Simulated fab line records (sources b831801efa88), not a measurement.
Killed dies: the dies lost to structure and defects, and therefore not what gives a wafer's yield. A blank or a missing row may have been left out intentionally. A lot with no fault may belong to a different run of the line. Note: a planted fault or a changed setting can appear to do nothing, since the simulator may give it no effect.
8D (eight disciplines) problem report, filled in by code -- flow gf180mcu -- the parts of the form that need people (team, actions taken, sign-off) are left out

== 1. THE PROBLEM ==
Wafers free of any fault read 10.83 nm (standard deviation 0.19) for DUAL_GATE_OXIDATION_00_THK at GF_DUAL_GATE_THK_MEAS_03, against a mean of 12.06 nm on 6 wafers of 2 lots. That is +6.5 standard deviations from the usual mean.
Seen first at day 13 01:36 on filmMetro-01, wafer L892.3. The record holds 42 wafers of 14 lots with a number at this step. By rule, "out" or "out of limits" means more than 4 standard deviations away from the usual mean. Any other wafer with a number is counted as sound.

== 2. WHAT IT IS, WHAT IT ISN'T ==
question,is,is not
which readings at this step,DUAL_GATE_OXIDATION_00_THK,-
which lots,"L892, L894","L873, L874, L875, L876, L877, L878, L879, L880, L881, L882, L883, L884"
which wafers of those lots,all that have a number,-
read on which gauges,filmMetro-01,"filmMetro-03, filmMetro-04"
when,from day 13 01:36,up to then (36 sound wafers)

== 3. WHAT RULES OUT EACH SUSPECT ==
Counting: a tool at a process step up to the reading stays a suspect if it ran every lot that is out and no sound lot after the first of them.
- the gauge at GF_DUAL_GATE_THK_MEAS_03: kept. All the wafers that are out were read on filmMetro-01, and no step on other tools shows them out.
Remaining after the count: filmMetro-01 at GF_DUAL_GATE_THK_MEAS_03.

== 4. THE CAUSE (what the simulator had put in) ==
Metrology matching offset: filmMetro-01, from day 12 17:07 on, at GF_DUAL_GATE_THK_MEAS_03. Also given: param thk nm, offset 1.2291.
After counting, this tool was the only one left.

== 5. SEQUENCE OF EFFECTS, ordered by route ==
Each row: a reading where the mean over the struck wafers with a number is more than 3 standard deviations away from the usual. Only readings for which the record gives a usual standard deviation are gone through. hours: the time from each lot's start at the first step in this table that gives one to its start at this step, as a median over the lots. sigmas: the change in usual standard deviations.
hours,step,reading,usual,on struck wafers,change,sigmas
0,GF_DUAL_GATE_THK_MEAS_03,DUAL_GATE_OXIDATION_00_THK,10.83 nm,12.06,+1.23,+6.5

== 6. WHAT WOULD HAVE CAUGHT IT SOONER ==
The first out-of-limits reading at a measuring or inspecting step in this record came at day 13 01:36, 8 hours after the fault's start at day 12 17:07.
